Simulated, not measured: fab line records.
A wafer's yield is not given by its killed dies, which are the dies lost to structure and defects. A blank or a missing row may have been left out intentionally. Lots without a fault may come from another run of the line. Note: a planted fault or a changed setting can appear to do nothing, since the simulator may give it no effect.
Split-lot trial -- flow gf180mcu -- 23 wafers read from 5 lots, route of 602 steps

SPLIT DETAILS
At GF_V5_SPUTTER_21 (material Ti, target thk 15 nm, time 80.02 s), the setting powerW was moved away from the recipe's 2500 W on 8 of the 23 wafers read, by -10.2% to +4.9%. All remaining wafers had this setting at the recipe value.

The reading comes from the split's own step.

THE READING
Ti_of_V5_SPUTTER_21.thkNm (the simulator's own value, which no gauge read), in nm, at GF_V5_SPUTTER_21 (material Ti, target thk 15 nm, time 80.02 s). No usual value for it is given in the file. Average 15.07 nm, standard deviation 0.22 nm, over the 15 wafers here run with the recipe.

wafer,"tool, chamber at the split","powerW as run, W",against the recipe,"Ti_of_V5_SPUTTER_21.thkNm, nm",against lot-mates on the recipe
L074.3,"pvdSputter-03, -",2500,recipe,15.02,-
L074.4,"pvdSputter-03, -",2500,recipe,14.9,-
L074.5,"pvdSputter-03, -",2500,recipe,15.12,-
L079.1,"pvdSputter-02, -",2500,recipe,15.47,-
L079.3,"pvdSputter-02, -",2244,-10.2%,13.84,-1.47
L079.4,"pvdSputter-02, -",2244,-10.2%,13.73,-1.58
L079.5,"pvdSputter-02, -",2500,recipe,15.36,-
L079.6,"pvdSputter-02, -",2500,recipe,15.11,-
L080.1,"pvdSputter-02, -",2500,recipe,15.16,-
L080.2,"pvdSputter-02, -",2500,recipe,15.2,-
L080.3,"pvdSputter-02, -",2622,+4.9%,15.98,+0.77
L080.5,"pvdSputter-02, -",2500,recipe,15.26,-
L080.6,"pvdSputter-02, -",2622,+4.9%,15.87,+0.66
L081.1,"pvdSputter-02, -",2500,recipe,15.18,-
L081.3,"pvdSputter-02, -",2500,recipe,15.12,-
L081.4,"pvdSputter-02, -",2261,-9.6%,13.61,-1.48
L081.5,"pvdSputter-02, -",2500,recipe,14.96,-
L081.6,"pvdSputter-02, -",2261,-9.6%,13.53,-1.56
L082.2,"pvdSputter-02, -",2500,recipe,14.71,-
L082.3,"pvdSputter-02, -",2500,recipe,14.78,-
L082.4,"pvdSputter-02, -",2500,recipe,14.73,-
L082.5,"pvdSputter-02, -",2256,-9.8%,13.31,-1.43
L082.6,"pvdSputter-02, -",2256,-9.8%,13.33,-1.41

THE FIT
A straight line over all 23 wafers: Ti_of_V5_SPUTTER_21.thkNm changes by +0.156 nm for each +1% of powerW; r = +0.96; the points scatter about the line by 0.22 nm.
The same after taking each lot's own level away (the mean of its wafers on the recipe; 23 wafers): +0.15 nm for each +1%; r = +0.99; scatter 0.087 nm.
Per that fit: largest powerW move, reading shift of 1.5 nm.
The lots' own levels span 14.740 to 15.313 nm, that is 2.7 times the standard deviation above.
The two slopes are in agreement: the lot-to-lot level therefore moves the slope only a little.
Check: with one of the wafers moved furthest among these (-10.2%) left out of the fit, the line predicts -1.56 nm for it against its lot-mates. It came out at -1.47 nm against them.

FURTHER SPLITS ON THESE WAFERS
These wafers also went through other splits before the reading. Each is held against what the fit with the lots' levels taken away leaves over:
other split on the same wafers,wafers away from the commonest value,r with Ti_of_V5_SPUTTER_21.thkNm (lot level and that fit taken away)
GF_MIM_SPUTTER_08 chamberPressurePa,18,-0.08
GF_MIM_METAL_ETCH_19 timeS,6,+0.38
GF_M5_ETCH_09 sourceW,10,-0.09
GF_V5_CMP_04 leaveAboveRefNm,5,-0.05

FILE'S OWN FIT
Ti_of_V5_SPUTTER_21.thkNm changes by +0.151 nm for each +1% of powerW, r = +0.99.
